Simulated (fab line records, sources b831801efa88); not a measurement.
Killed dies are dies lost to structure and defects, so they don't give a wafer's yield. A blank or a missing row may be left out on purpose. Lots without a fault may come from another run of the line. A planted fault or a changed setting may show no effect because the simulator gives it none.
fab line records | flow sky130
record lots=5 wafers=15 last_day=50
route steps=708 shown CAPM@549 METAL3@555 VIA3@573
lots that met no fault: from a run of the same line without faults
start_h: hours from the record's first day to the start of the lot's first wafer shown | wait_h: hours since the lot's step before | " the same as in the row above | L1.1+2: a row that stands for several wafers | - no value, or no start given | * or withheld: withheld | < > ~ a bound
route shown NAME@n: a module of which the file shows steps, and the number in the route of the first | usual: mean/standard deviation of fault-free wafers | same: alike in all rows | chamber/n: place in a boat | sites: the reading at each site | _std_site: their standard deviation | _edge_site: outer sites' mean less inner sites' | radius_mm: how far each site lies from the wafer's centre | mask NAME#n: copy n | behind: the tool/chamber that last shaped the wafer | hold: why the lot was held/for how many hours/how that ended | device: the transistor (n, p or np) that didn't switch | end of line: the same wafers' tests at the end of the route | a step without rows: its recipe alone | killed: dies lost to structure and defects at the first sort, not the wafer's yield | map: a wafer's dies, x killed, . not, _ none there
set.NAME: the setting as run; set.NAME@STEP: as run at that earlier step | model.NAME: the simulator's own value behind a step, which no gauge read
lots at some steps of the route; a table a step, a row a wafer
services: from which hour (start_h, from the record's first day; less than 0 if before it) a tool's chamber was out of use, for how many hours, and why
## steps
# step SKY_CAPM_OVL_MEAS_12
# usual CAPM_OVL=0.7/1.3
# columns lot.wafer tool chamber start_h wait_h CAPM_OVL[nm]
L079.2 overlay-01 - 918.05 0.1 0.1
L079.3 " - " " -0.2
L079.5 " - " " -0.2
L085.1 overlay-01 - 962.03 0.1 1.1
L085.5 " - " " 1.4
L085.6 " - " " 1.1
L087.1 overlay-01 - 971.38 0.1 -0.4
L087.4 " - " " -0.7
L087.6 " - " " 0.2
L093.1 overlay-02 - 1011.13 0.1 1.1
L093.4 " - " " 1.9
L093.6 " - " " 0.2
L097.1 overlay-02 - 1040.74 0.1 -1.0
L097.4 " - " " 0.6
L097.6 " - " " -1.4
# step SKY_CAPM_METAL_ETCH_13
# recipe target_depth_nm=220 stop_on=SiO2 chemistry=Cl2/BCl3 target=TiN pressure_mtorr=10 icp_w=900 bias_w=48.5 Cl2_flow_sccm=60 bcl3_flow_sccm=30 time_s=62.9
# usual bcl3_flow_sccm=29.97/0.087 bias_w=48.51/0.14 drypump_motor_current_A=5.9/0.39 oes_product_au=0.934/0.0088 throttle_valve_pct=21.906/0.0091
# columns lot.wafer tool chamber start_h wait_h bcl3_flow_sccm bias_w drypump_motor_current_A oes_product_au rf_hours_counter_h throttle_valve_pct
L079.2 rie_metal-04 1 918.10 0.0 29.95 48.58 5.5 0.935 - 21.905
L079.3 " 1 " " 29.89 48.54 5.5 0.929 - 21.911
L079.5 " 1 " " 29.83 48.32 5.5 0.943 - 21.906
L085.1 rie_metal-01 0 962.07 0.0 30.05 48.53 5.4 0.923 11 21.904
L085.5 " 0 " " 29.98 48.49 5.4 0.944 - 21.910
L085.6 " 1 " " 29.86 48.58 6.1 0.926 - 21.908
L087.1 rie_metal-04 1 971.41 0.0 29.98 48.43 5.5 0.936 6 21.906
L087.4 " 1 " " 29.93 48.68 5.5 0.943 - 21.897
L087.6 " 0 " " 29.86 48.56 6.2 0.935 - 21.891
L093.1 rie_metal-03 1 1011.17 0.0 29.96 48.55 6.1 0.932 4 21.918
L093.4 " 1 " " 29.98 48.61 6.2 0.953 - 21.895
L093.6 " 1 " " 30.08 48.54 6.1 0.937 - 21.912
L097.1 rie_metal-04 0 1040.78 0.0 30.01 48.39 6.2 0.937 6 21.907
L097.4 " 0 " " 30.12 48.56 6.2 0.913 - 21.920
L097.6 " 1 " " 29.90 48.55 5.5 0.912 - 21.910
# step SKY_CAPM_STRIP_14
# recipe chemistry=O2/N2 power_w=1400 pressure_mtorr=1500 platen_temp_c=withheld o2_flow_sccm=3000 n2_flow_sccm=300 overash_fraction=0.5
# usual drypump_motor_current_A=5.7/0.77 o2_flow_sccm=3000/9 oes_product_au=0.710/0.0045 strip_time_to_endpoint_s=12.66/0.044
# columns lot.wafer tool chamber start_h wait_h drypump_motor_current_A o2_flow_sccm oes_product_au rf_hours_counter_h strip_time_to_endpoint_s
L079.2 plasma_asher-02 0 918.23 0.1 4.8 2985 0.716 105 12.66
L079.3 " 0 " " 4.8 2996 0.704 - 12.66
L079.5 " 1 " " 5.1 2994 0.713 - 12.60
L085.1 plasma_asher-02 1 962.15 0.1 5.0 3017 0.709 110 12.71
L085.5 " 0 " " 4.8 3004 0.718 - 12.66
L085.6 " 1 " " 5.1 2990 0.710 - 12.70
L087.1 plasma_asher-03 0 971.49 0.1 6.5 2988 0.698 24 12.61
L087.4 " 1 " " 6.7 3009 0.717 - 12.62
L087.6 " 0 " " 6.4 2992 0.705 - 12.64
L093.1 plasma_asher-02 0 1011.25 0.1 4.8 3012 0.709 117 12.72
L093.4 " 0 " " 4.8 3015 0.712 - 12.66
L093.6 " 1 " " 5.1 2992 0.709 - 12.71
L097.1 plasma_asher-01 1 1040.85 0.1 6.7 3004 0.714 68 12.63
L097.4 " 0 " " 5.9 2999 0.704 - 12.68
L097.6 " 0 " " 5.9 3004 0.702 - 12.60
# step SKY_CAPM_STRIP_15
# recipe chemistry=post_etch_residue_remover time_s=1200 temp_c=72.5
# columns lot.wafer tool chamber start_h wait_h
L079.2+3+5 wet_bench-01 3 918.33 0.1
L085.1+5+6 wet_bench-01 3 962.25 0.1
L087.1+4+6 wet_bench-02 3 971.59 0.1
L093.1+4+6 wet_bench-01 0 1011.35 0.1
L097.1+4+6 wet_bench-03 3 1040.95 0.1
# step SKY_CAPM_CLEAN_16
# recipe chemistry=IPA time_s=180 temp_c=25
# columns lot.wafer tool chamber start_h wait_h
L079.2+3+5 wet_bench-03 1 918.67 0.0
L085.1+5+6 wet_bench-03 1 962.59 0.0
L087.1+4+6 wet_bench-03 1 971.96 0.0
L093.1+4+6 wet_bench-02 3 1011.69 0.0
L097.1+4+6 wet_bench-01 1 1041.64 0.0
# step SKY_CAPM_CLEAN_17
# recipe chemistry=O3/DIW dry=n2_spin
# columns lot.wafer tool chamber start_h wait_h
L079.2+3+5 wet_bench-01 2 918.74 0.0
L085.1+5+6 wet_bench-02 0 962.65 0.0
L087.1+4+6 wet_bench-02 2 972.02 0.0
L093.1+4+6 wet_bench-03 0 1011.75 0.0
L097.1+4+6 wet_bench-02 1 1041.70 0.0
# step SKY_METAL3_DEHYDRATE_05
# recipe temp_c=200 time_s=60
# columns lot.wafer tool chamber start_h wait_h
L079.2+3+5 litho_track-03 0 930.10 11.3
L085.1+5+6 litho_track-04 0 973.81 11.1
L087.1+4+6 litho_track-04 0 983.46 11.3
L093.1+4+6 litho_track-04 0 1022.36 10.5
L097.1+4+6 litho_track-03 0 1051.73 9.9
# step SKY_METAL3_HMDS_06
# recipe prime_time_s=60 prime_temp_c=120
# columns lot.wafer tool chamber start_h wait_h
L079.2+3+5 litho_track-03 0 930.25 0.1
L085.1+5+6 litho_track-04 0 973.96 0.1
L087.1+4+6 litho_track-04 0 983.61 0.1
L093.1+4+6 litho_track-04 0 1022.51 0.1
L097.1+4+6 litho_track-03 0 1051.88 0.1
# step SKY_METAL3_COAT_07
# recipe resist=BARC temp_c=withheld time_s=withheld spin_rpm=3000 resist_thk_nm=60
# columns lot.wafer tool chamber start_h wait_h
L079.2+3+5 litho_track-03 0 930.40 0.1
L085.1+5+6 litho_track-04 0 974.11 0.1
L087.1+4+6 litho_track-04 0 983.76 0.1
L093.1+4+6 litho_track-04 0 1022.66 0.1
L097.1+4+6 litho_track-03 0 1052.03 0.1
# step SKY_METAL3_COAT_08
# recipe resist=KrF-thick spin_rpm=3000 resist_thk_nm=1140
# columns lot.wafer tool chamber start_h wait_h
L079.2+3+5 litho_track-03 0 - -
L085.1+5+6 litho_track-04 0 - -
L087.1+4+6 litho_track-04 0 - -
L093.1+4+6 litho_track-04 0 - -
L097.1+4+6 litho_track-03 0 - -
# step SKY_METAL3_SOFTBAKE_09
# recipe temp_c=100 time_s=90 resist=KrF-thick
# columns lot.wafer tool chamber start_h wait_h
L079.2+3+5 litho_track-03 0 - -
L085.1+5+6 litho_track-04 0 - -
L087.1+4+6 litho_track-04 0 - -
L093.1+4+6 litho_track-04 0 - -
L097.1+4+6 litho_track-03 0 - -
# step SKY_METAL3_EXPOSE_10
# recipe mask_id=MM3 na=0.68 source_shape=annular sigma_inner=0.4 sigma_outer=0.8 target_cd_nm=300 dose_mj=28
# usual stage_vel_mm_s=500.04/0.26
# columns lot.wafer tool chamber start_h wait_h mask stage_vel_mm_s
L079.2 krf_scanner-02 0 - - MM3#0 500.11
L079.3 " 0 " " MM3#0 499.91
L079.5 " 0 " " MM3#0 500.13
L085.1 krf_scanner-01 0 - - MM3#0 499.94
L085.5 " 0 " " MM3#0 499.93
L085.6 " 0 " " MM3#0 500.18
L087.1 krf_scanner-02 0 - - MM3#0 500.09
L087.4 " 0 " " MM3#0 499.96
L087.6 " 0 " " MM3#0 499.82
L093.1 krf_scanner-02 0 - - MM3#0 500.26
L093.4 " 0 " " MM3#0 500.16
L093.6 " 0 " " MM3#0 500.51
L097.1 krf_scanner-02 0 - - MM3#0 499.93
L097.4 " 0 " " MM3#0 499.92
L097.6 " 0 " " MM3#0 499.94
# step SKY_METAL3_PEB_11
# recipe peb_temp_c=withheld peb_time_s=withheld resist=KrF-thick
# columns lot.wafer tool chamber start_h wait_h
L079.2+3+5 litho_track-03 0 - -
L085.1+5+6 litho_track-02 0 - -
L087.1+4+6 litho_track-04 0 - -
L093.1+4+6 litho_track-02 0 - -
L097.1+4+6 litho_track-03 0 - -
# step SKY_METAL3_DEVELOP_12
# recipe develop_time_s=60 resist=KrF-thick dev_temp_c=21
# columns lot.wafer tool chamber start_h wait_h
L079.2+3+5 litho_track-03 0 - -
L085.1+5+6 litho_track-02 0 - -
L087.1+4+6 litho_track-04 0 - -
L093.1+4+6 litho_track-02 0 - -
L097.1+4+6 litho_track-03 0 - -
# step SKY_METAL3_CD_MEAS_13
# recipe target_cd_nm=300
# usual cd_nm=299.4/1.5
# columns lot.wafer tool chamber start_h wait_h cd_nm
L079.2 cd_sem-01 - 943.50 - 300.5
L079.3 " - " " 301.0
L079.5 " - " " 300.1
L085.1 cd_sem-01 - 986.68 - 299.1
L085.5 " - " " 300.2
L085.6 " - " " 299.3
L087.1 cd_sem-02 - 995.46 - 298.3
L087.4 " - " " 299.5
L087.6 " - " " 298.3
L093.1 cd_sem-01 - 1034.53 - 297.6
L093.4 " - " " 298.2
L093.6 " - " " 296.8
L097.1 cd_sem-01 - 1063.63 - 299.8
L097.4 " - " " 297.9
L097.6 " - " " 297.4
# step SKY_METAL3_OVL_MEAS_14
# usual METAL3_OVL=1/5.6
# columns lot.wafer tool chamber start_h wait_h METAL3_OVL[nm]
L079.2 overlay-01 - 943.60 0.1 2
L079.3 " - " " 3
L079.5 " - " " -4
L085.1 overlay-02 - 986.80 0.1 0
L085.5 " - " " -5
L085.6 " - " " -2
L087.1 overlay-01 - 995.58 0.1 -5
L087.4 " - " " 1
L087.6 " - " " 7
L093.1 overlay-02 - 1034.65 0.1 10
L093.4 " - " " -2
L093.6 " - " " -3
L097.1 overlay-02 - 1063.75 0.1 2
L097.4 " - " " 3
L097.6 " - " " 9
# step SKY_METAL3_DESCUM_15
# recipe chemistry=O2 source_power_w=150 bias_power_w=0 pressure_mtorr=10 temp_c=40 time_s=8
# usual drypump_motor_current_A=5.9/0.38 oes_product_au=0.998/0.011
# columns lot.wafer tool chamber start_h wait_h drypump_motor_current_A oes_product_au rf_hours_counter_h
L079.2 rie_metal-04 1 943.63 0.0 5.5 0.998 4
L079.3 " 0 " " 6.2 0.993 -
L079.5 " 1 " " 5.5 1.009 -
L085.1 rie_metal-03 1 986.84 0.0 6.1 0.995 2
L085.5 " 1 " " 6.1 0.996 -
L085.6 " 1 " " 6.1 0.990 -
L087.1 rie_metal-04 1 995.62 0.0 5.5 1.003 7
L087.4 " 1 " " 5.5 0.995 -
L087.6 " 1 " " 5.5 1.006 -
L093.1 rie_metal-03 1 1034.69 0.0 6.2 0.994 5
L093.4 " 0 " " 6.4 1.007 -
L093.6 " 1 " " 6.2 0.987 -
L097.1 rie_metal-03 0 1063.78 0.0 6.4 1.000 17
L097.4 " 1 " " 6.2 0.984 -
L097.6 " 0 " " 6.4 1.001 -
# step SKY_METAL3_ETCH_16
# recipe chemistry=N2/H2 target=BARC ion_energy_ev=200 bias_w=100 pressure_mtorr=30 n2_flow_sccm=100 h2_flow_sccm=200 icp_w=500 stop_on=SiO2 time_s=88.2 target_depth_a=600
# usual bias_w=100.0/0.32 drypump_motor_current_A=5.9/0.38 oes_product_au=0.625/0.005 throttle_valve_pct=13.205/0.0098
# columns lot.wafer tool chamber start_h wait_h bias_w drypump_motor_current_A oes_product_au rf_hours_counter_h throttle_valve_pct
L079.2 rie_metal-04 1 943.66 0.0 100.0 5.5 0.628 4 13.203
L079.3 " 0 " " 99.7 6.2 0.618 - 13.215
L079.5 " 1 " " 99.9 5.5 0.621 - 13.218
L085.1 rie_metal-03 1 986.90 0.1 99.6 6.2 0.621 2 13.206
L085.5 " 1 " " 99.8 6.2 0.623 - 13.191
L085.6 " 1 " " 98.7 6.1 0.618 - 13.195
L087.1 rie_metal-04 1 995.65 0.0 99.9 5.5 0.631 7 13.197
L087.4 " 1 " " 100.6 5.5 0.622 - 13.197
L087.6 " 1 " " 100.5 5.5 0.626 - 13.216
L093.1 rie_metal-03 1 1034.72 0.0 100.5 6.2 0.632 5 13.194
L093.4 " 0 " " 99.9 6.4 0.624 - 13.210
L093.6 " 1 " " 100.1 6.2 0.630 - 13.191
L097.1 rie_metal-03 0 1063.81 0.0 99.6 6.4 0.631 17 13.187
L097.4 " 1 " " 99.9 6.1 0.618 - 13.206
L097.6 " 0 " " 99.8 6.4 0.620 - 13.212
# step SKY_METAL3_ETCH_17
# recipe target=SiO2 stop_on=TiN chemistry=C4F8/O2/Ar source_w=1500 bias_w=1200 pressure_mtorr=40 c4f8_flow_sccm=withheld O2_flow_sccm=6 Ar_flow_sccm=300 time_s=3.9 target_depth_a=150
# usual bias_w=1200/3.6 oes_product_au=0.753/0.0078
# columns lot.wafer tool chamber start_h wait_h bias_w oes_product_au rf_hours_counter_h
L079.2 rie_diel-02 0 943.76 0.1 1198 0.748 6
L079.3 " 3 " " 1194 0.747 7
L079.5 " 2 " " 1201 0.751 -
L085.1 rie_diel-02 2 987.10 0.2 1200 0.746 5
L085.5 " 1 " " 1199 0.737 -
L085.6 " 2 " " 1203 0.742 -
L087.1 rie_diel-03 0 995.75 0.1 1203 0.745 7
L087.4 " 2 " " 1200 0.760 9
L087.6 " 3 " " 1200 0.758 -
L093.1 rie_diel-01 0 1034.82 0.1 1199 0.743 10
L093.4 " 2 " " 1198 0.761 19
L093.6 " 0 " " 1200 0.748 -
L097.1 rie_diel-01 0 1063.91 0.1 1194 0.753 11
L097.4 " 2 " " 1193 0.755 20
L097.6 " 0 " " 1197 0.760 -
# step SKY_METAL3_METAL_ETCH_18
# recipe target_depth_a=8450 stop_on=SiO2 over_etch_frac=0.3 time_s=183.1 chemistry=Cl2/BCl3 resist_sidewall_deg=88 pressure_mtorr=10 icp_w=900 bias_w=48.5 Cl2_flow_sccm=60 bcl3_flow_sccm=30
# usual bcl3_flow_sccm=30.00/0.085 bias_w=48.47/0.15 drypump_motor_current_A=5.9/0.38 oes_product_au=0.868/0.0075 throttle_valve_pct=22.264/0.0097
# columns lot.wafer tool chamber start_h wait_h bcl3_flow_sccm bias_w drypump_motor_current_A oes_product_au rf_hours_counter_h throttle_valve_pct
L079.2 rie_metal-03 0 943.84 0.1 30.13 48.15 6.4 0.859 - 22.282
L079.3 " 0 " " 29.99 48.17 6.4 0.866 - 22.268
L079.5 " 0 " " 30.06 48.24 6.4 0.861 - 22.263
L085.1 rie_metal-02 0 987.12 0.0 29.85 48.45 5.9 0.876 13 22.270
L085.5 " 0 " " 29.92 48.54 6.0 0.871 - 22.268
L085.6 " 1 " " 29.93 48.39 5.3 0.866 - 22.259
L087.1 rie_metal-03 1 995.77 0.0 29.98 48.40 6.1 0.874 3 22.266
L087.4 " 1 " " 29.94 48.51 6.1 0.878 - 22.255
L087.6 " 1 " " 30.01 48.43 6.2 0.883 - 22.259
L093.1 rie_metal-04 1 1034.84 0.0 29.93 48.43 5.5 0.870 10 22.267
L093.4 " 1 " " 30.05 48.34 5.5 0.864 - 22.264
L093.6 " 0 " " 29.94 48.53 6.1 0.865 - 22.251
L097.1 rie_metal-04 1 1063.93 0.0 29.96 48.63 5.5 0.859 12 22.264
L097.4 " 1 " " 29.92 48.56 5.5 0.878 - 22.277
L097.6 " 1 " " 30.01 48.54 5.5 0.855 - 22.276
# step SKY_METAL3_STRIP_19
# recipe chemistry=O2/N2 power_w=1400 pressure_mtorr=1500 platen_temp_c=withheld o2_flow_sccm=3000 n2_flow_sccm=300 overash_fraction=0.5
# usual drypump_motor_current_A=6.0/0.8 o2_flow_sccm=2998/9 oes_product_au=0.504/0.0067 strip_time_to_endpoint_s=6.57/0.11
# columns lot.wafer tool chamber start_h wait_h drypump_motor_current_A o2_flow_sccm oes_product_au rf_hours_counter_h strip_time_to_endpoint_s
L079.2 plasma_asher-04 0 944.14 0.2 6.3 2986 0.498 78 6.47
L079.3 " 1 " " 4.7 2986 0.487 - 6.38
L079.5 " 0 " " 6.4 2986 0.497 - 6.40
L085.1 plasma_asher-03 1 987.30 0.1 6.7 2984 0.499 26 6.38
L085.5 " 0 " " 6.5 3002 0.497 - 6.44
L085.6 " 1 " " 6.7 2989 0.519 - 6.70
L087.1 plasma_asher-03 0 996.12 0.3 6.5 2994 0.513 27 6.66
L087.4 " 1 " " 6.7 2995 0.503 - 6.68
L087.6 " 0 " " 6.5 3000 0.510 - 6.66
L093.1 plasma_asher-04 1 1035.02 0.1 4.7 2989 0.501 80 6.52
L093.4 " 0 " " 6.3 2976 0.512 - 6.48
L093.6 " 1 " " 4.7 3004 0.508 - 6.62
L097.1 plasma_asher-03 1 1064.11 0.1 6.7 2990 0.500 35 6.53
L097.4 " 1 " " 6.7 3014 0.509 - 6.49
L097.6 " 1 " " 6.7 3002 0.498 - 6.42
# step SKY_METAL3_STRIP_20
# recipe chemistry=post_etch_residue_remover time_s=1200 temp_c=72.5
# columns lot.wafer tool chamber start_h wait_h
L079.2+3+5 wet_bench-02 1 944.24 0.1
L085.1+5+6 wet_bench-04 0 987.40 0.1
L087.1+4+6 wet_bench-01 3 996.22 0.1
L093.1+4+6 wet_bench-02 3 1035.12 0.1
L097.1+4+6 wet_bench-01 1 1064.48 0.3
# step SKY_METAL3_CLEAN_21
# recipe chemistry=IPA time_s=180 temp_c=25
# columns lot.wafer tool chamber start_h wait_h
L079.2+3+5 wet_bench-02 2 944.58 0.0
L085.1+5+6 wet_bench-02 0 987.74 0.0
L087.1+4+6 wet_bench-04 0 996.56 0.0
L093.1+4+6 wet_bench-01 3 1035.49 0.0
L097.1+4+6 wet_bench-01 3 1064.91 0.1
# step SKY_METAL3_CLEAN_22
# recipe chemistry=O3/DIW dry=n2_spin
# columns lot.wafer tool chamber start_h wait_h
L079.2+3+5 wet_bench-02 1 944.64 0.0
L085.1+5+6 wet_bench-01 1 987.80 0.0
L087.1+4+6 wet_bench-02 0 996.62 0.0
L093.1+4+6 wet_bench-02 1 1035.55 0.0
L097.1+4+6 wet_bench-04 0 1064.98 0.0
# step SKY_VIA3_HDPCVD_00
# recipe material=SiO2 target_thk_nm=1635 sigma_open_frac=0.3 time_s=272.5 temp_c=400 sih4_flow_sccm=60 pressure_mtorr=6
# usual sih4_flow_sccm=59.99/0.17
# columns lot.wafer tool chamber start_h wait_h sih4_flow_sccm
L079.2 hdpcvd-01 1 944.73 0.0 59.60
L079.3 " 0 " " 59.98
L079.5 " 0 " " 60.26
L085.1 hdpcvd-02 0 987.90 0.0 59.94
L085.5 " 2 " " 59.97
L085.6 " 0 " " 60.11
L087.1 hdpcvd-02 2 996.72 0.0 60.07
L087.4 " 0 " " 59.90
L087.6 " 1 " " 59.81
L093.1 hdpcvd-02 0 1035.65 0.0 59.90
L093.4 " 2 " " 59.76
L093.6 " 1 " " 59.85
L097.1 hdpcvd-02 1 1065.08 0.0 60.12
L097.4 " 0 " " 60.03
L097.6 " 1 " " 60.15
# step SKY_VIA3_THK_MEAS_01
# recipe reads=SiO2_of_VIA3_HDPCVD_00
# usual VIA3_HDPCVD_THK=1638/19
# columns lot.wafer tool chamber start_h wait_h VIA3_HDPCVD_THK[nm]
L079.2 film_metro-04 - 944.91 0.1 1623
L079.3 " - " " 1646
L079.5 " - " " 1643
L085.1 film_metro-03 - 988.06 0.1 1680
L085.5 " - " " 1645
L085.6 " - " " 1662
L087.1 film_metro-01 - 996.89 0.1 1648
L087.4 " - " " 1650
L087.6 " - " " 1633
L093.1 film_metro-04 - 1035.81 0.1 1640
L093.4 " - " " 1631
L093.6 " - " " 1630
L097.1 film_metro-01 - 1065.25 0.1 1656
L097.4 " - " " 1672
L097.6 " - " " 1636
# step SKY_VIA3_CMP_02
# recipe material=SiO2 down_force_psi=4 platen_rpm=60 pad_velocity_m_s=0.94248
# usual motor_current_A=11.7/1.2 slurry_flow_ml_min=150.0/0.44
# columns lot.wafer tool chamber start_h wait_h motor_current_A slurry_flow_ml_min
L079.3 cmp-02 0 944.96 0.0 9.6 150.1
L079.2 " 1 " " 12.3 150.2
L079.5 " 1 " " 13.1 150.1
L085.1 cmp-02 1 988.17 0.1 12.3 149.8
L085.5 " 0 " " 9.0 149.9
L085.6 " 1 " " 12.7 150.2
L087.1 cmp-01 3 997.05 0.1 10.8 150.0
L087.4 " 0 " " 11.0 149.6
L087.6 " 2 " " 12.0 149.8
L093.4 cmp-01 3 1035.87 0.0 10.7 150.2
L093.1 " 0 " " 11.3 150.3
L093.6 " 0 " " 10.8 149.7
L097.4 cmp-02 0 1065.31 0.0 9.7 149.6
L097.1 " 2 " " 13.0 149.2
L097.6 " 1 " " 12.2 150.1
# step SKY_VIA3_BOW_MEAS_03
# recipe mode=bow
# usual VIA3_BOW=80/8
# columns lot.wafer tool chamber start_h wait_h VIA3_BOW[um]
L079.2 film_metro-03 - 945.28 0.2 79
L079.3 " - " " 85
L079.5 " - " " 78
L085.1 film_metro-01 - 988.42 0.2 83
L085.5 " - " " 86
L085.6 " - " " 88
L087.1 film_metro-03 - 997.25 0.1 75
L087.4 " - " " 79
L087.6 " - " " 74
L093.1 film_metro-01 - 1036.17 0.2 79
L093.4 " - " " 71
L093.6 " - " " 82
L097.1 film_metro-03 - 1065.61 0.1 88
L097.4 " - " " 93
L097.6 " - " " 96
# step SKY_VIA3_DEHYDRATE_04
# recipe temp_c=200 time_s=60
# columns lot.wafer tool chamber start_h wait_h
L079.2+3+5 litho_track-04 0 956.69 11.4
L085.1+5+6 litho_track-02 0 999.58 11.1
L087.1+4+6 litho_track-01 0 1008.54 11.3
L093.1+4+6 litho_track-02 0 1046.83 10.6
L097.1+4+6 litho_track-04 0 1075.11 9.5
# step SKY_VIA3_HMDS_05
# recipe prime_time_s=60 prime_temp_c=120
# columns lot.wafer tool chamber start_h wait_h
L079.2+3+5 litho_track-04 0 956.84 0.1
L085.1+5+6 litho_track-02 0 999.73 0.1
L087.1+4+6 litho_track-01 0 1008.69 0.1
L093.1+4+6 litho_track-02 0 1046.98 0.1
L097.1+4+6 litho_track-04 0 1075.26 0.1
# step SKY_VIA3_COAT_06
# recipe resist=BARC temp_c=withheld time_s=withheld spin_rpm=3000 resist_thk_nm=60
# columns lot.wafer tool chamber start_h wait_h
L079.2+3+5 litho_track-04 0 956.99 0.1
L085.1+5+6 litho_track-02 0 999.88 0.1
L087.1+4+6 litho_track-01 0 1008.84 0.1
L093.1+4+6 litho_track-02 0 1047.13 0.1
L097.1+4+6 litho_track-04 0 1075.41 0.1
# step SKY_VIA3_COAT_07
# recipe resist=KrF-thick spin_rpm=3000 resist_thk_nm=450
# columns lot.wafer tool chamber start_h wait_h
L079.2+3+5 litho_track-04 0 - -
L085.1+5+6 litho_track-02 0 - -
L087.1+4+6 litho_track-01 0 - -
L093.1+4+6 litho_track-02 0 - -
L097.1+4+6 litho_track-04 0 - -
# step SKY_VIA3_SOFTBAKE_08
# recipe temp_c=100 time_s=90 resist=KrF-thick
# columns lot.wafer tool chamber start_h wait_h
L079.2+3+5 litho_track-04 0 - -
L085.1+5+6 litho_track-02 0 - -
L087.1+4+6 litho_track-01 0 - -
L093.1+4+6 litho_track-02 0 - -
L097.1+4+6 litho_track-04 0 - -
# step SKY_VIA3_EXPOSE_09
# recipe mask_id=VIM3 na=0.8 source_shape=annular sigma_inner=0.55 sigma_outer=0.85 target_cd_nm=200 dose_mj=38
# usual stage_vel_mm_s=500.02/0.21
# columns lot.wafer tool chamber start_h wait_h mask stage_vel_mm_s
L079.2 krf_scanner-02 0 - - VIM3#0 500.26
L079.3 " 0 " " VIM3#0 500.13
L079.5 " 0 " " VIM3#0 499.96
L085.1 krf_scanner-01 0 - - VIM3#0 499.79
L085.5 " 0 " " VIM3#0 499.59
L085.6 " 0 " " VIM3#0 499.95
L087.1 krf_scanner-02 0 - - VIM3#0 499.96
L087.4 " 0 " " VIM3#0 499.65
L087.6 " 0 " " VIM3#0 500.14
L093.1 krf_scanner-02 0 - - VIM3#0 499.85
L093.4 " 0 " " VIM3#0 499.85
L093.6 " 0 " " VIM3#0 500.29
L097.1 krf_scanner-01 0 - - VIM3#0 500.23
L097.4 " 0 " " VIM3#0 500.05
L097.6 " 0 " " VIM3#0 500.00
# step SKY_VIA3_PEB_10
# recipe peb_temp_c=withheld peb_time_s=withheld resist=KrF-thick
# columns lot.wafer tool chamber start_h wait_h
L079.2+3+5 litho_track-04 0 - -
L085.1+5+6 litho_track-02 0 - -
L087.1+4+6 litho_track-01 0 - -
L093.1+4+6 litho_track-02 0 - -
L097.1+4+6 litho_track-01 0 - -
# step SKY_VIA3_DEVELOP_11
# recipe develop_time_s=60 resist=KrF-thick dev_temp_c=21
# columns lot.wafer tool chamber start_h wait_h
L079.2+3+5 litho_track-04 0 - -
L085.1+5+6 litho_track-02 0 - -
L087.1+4+6 litho_track-01 0 - -
L093.1+4+6 litho_track-02 0 - -
L097.1+4+6 litho_track-01 0 - -
# step SKY_VIA3_CD_MEAS_12
# recipe target_cd_nm=200
# usual cd_nm=200.0/1.3
# columns lot.wafer tool chamber start_h wait_h cd_nm
L079.2 cd_sem-02 - 969.13 - 197.7
L079.3 " - " " 197.9
L079.5 " - " " 197.9
L085.1 cd_sem-02 - 1012.28 - 198.2
L085.5 " - " " 199.8
L085.6 " - " " 200.6
L087.1 cd_sem-02 - 1020.69 - 200.0
L087.4 " - " " 199.1
L087.6 " - " " 200.3
L093.1 cd_sem-01 - 1057.98 - 201.0
L093.4 " - " " 202.0
L093.6 " - " " 203.0
L097.1 cd_sem-02 - 1086.54 - 200.6
L097.4 " - " " 199.0
L097.6 " - " " 198.6
# step SKY_VIA3_OVL_MEAS_13
# usual VIA3_OVL=0/5.5
# columns lot.wafer tool chamber start_h wait_h VIA3_OVL[nm]
L079.2 overlay-01 - 969.24 0.1 0
L079.3 " - " " 1
L079.5 " - " " -2
L085.1 overlay-02 - 1012.40 0.1 6
L085.5 " - " " -2
L085.6 " - " " 3
L087.1 overlay-02 - 1020.81 0.1 -8
L087.4 " - " " 2
L087.6 " - " " 2
L093.1 overlay-01 - 1058.10 0.1 -1
L093.4 " - " " -3
L093.6 " - " " 1
L097.1 overlay-02 - 1086.66 0.1 5
L097.4 " - " " 5
L097.6 " - " " 1
# step SKY_VIA3_ETCH_14
# recipe chemistry=N2/H2 target=BARC ion_energy_ev=200 source_w=500 bias_w=100 pressure_mtorr=30 n2_flow_sccm=100 h2_flow_sccm=200 stop_on=SiO2 time_s=45.9 target_depth_a=600
# usual bias_w=100.00/0.27 drypump_motor_current_A=5.6/0.41 oes_product_au=0.855/0.0045 throttle_valve_pct=13.225/0.0082
# columns lot.wafer tool chamber start_h wait_h bias_w drypump_motor_current_A oes_product_au rf_hours_counter_h throttle_valve_pct
L079.2 rie_diel-01 3 969.27 0.0 99.87 5.8 0.854 18 13.227
L079.3 " 1 " " 99.98 5.7 0.860 18 13.216
L079.5 " 2 " " 100.61 5.4 0.847 - 13.209
L085.1 rie_diel-03 2 1012.44 0.0 100.00 6.0 0.857 9 13.232
L085.5 " 0 " " 99.93 6.2 0.853 - 13.216
L085.6 " 3 " " 100.09 5.4 0.853 - 13.203
L087.1 rie_diel-01 1 1020.85 0.0 100.11 5.8 0.852 19 13.237
L087.4 " 0 " " 99.75 6.2 0.854 10 13.231
L087.6 " 2 " " 99.67 5.4 0.854 - 13.223
L093.1 rie_diel-04 2 1058.14 0.0 100.12 5.2 0.854 27 13.224
L093.4 " 0 " " 100.05 6.0 0.853 5 13.219
L093.6 " 2 " " 100.21 5.2 0.854 - 13.227
L097.1 rie_diel-04 0 1086.70 0.0 100.07 6.0 0.851 6 13.225
L097.4 " 3 " " 100.14 5.3 0.852 16 13.223
L097.6 " 1 " " 99.97 4.9 0.852 - 13.229
## services
# columns tool chamber start_h hours kind
plasma_asher-02 - 897.25 16.6 repair
rie_diel-01 2 899.05 6.9 repair
rie_diel-01 1 906.12 6.2 repair
cmp-02 - 912.26 4.0 pm
krf_scanner-02 - 915.37 1.0 pm
hdpcvd-02 - 936.17 1.1 repair
krf_scanner-01 - 938.61 0.8 pm
rie_diel-01 3 948.25 13.8 repair
krf_scanner-02 - 950.30 0.8 pm
rie_metal-04 0 951.34 7.3 repair
hdpcvd-02 0 955.81 11.7 repair
krf_scanner-02 - 974.78 1.3 pm
rie_metal-03 0 975.18 21.3 repair
cmp-02 - 989.11 1.9 repair
rie_diel-01 0 989.77 7.1 repair
cmp-02 - 998.26 1.9 repair
rie_metal-03 - 1002.87 0.5 repair
krf_scanner-01 - 1006.20 4.0 pm
hdpcvd-02 - 1008.16 0.5 repair
rie_metal-03 - 1037.16 14.6 pm
krf_scanner-02 - 1044.42 1.1 repair
rie_metal-03 - 1070.57 1.8 repair
rie_diel-01 - 1075.34 2.2 repair
krf_scanner-02 - 1084.37 1.0 pm
## key
fault none
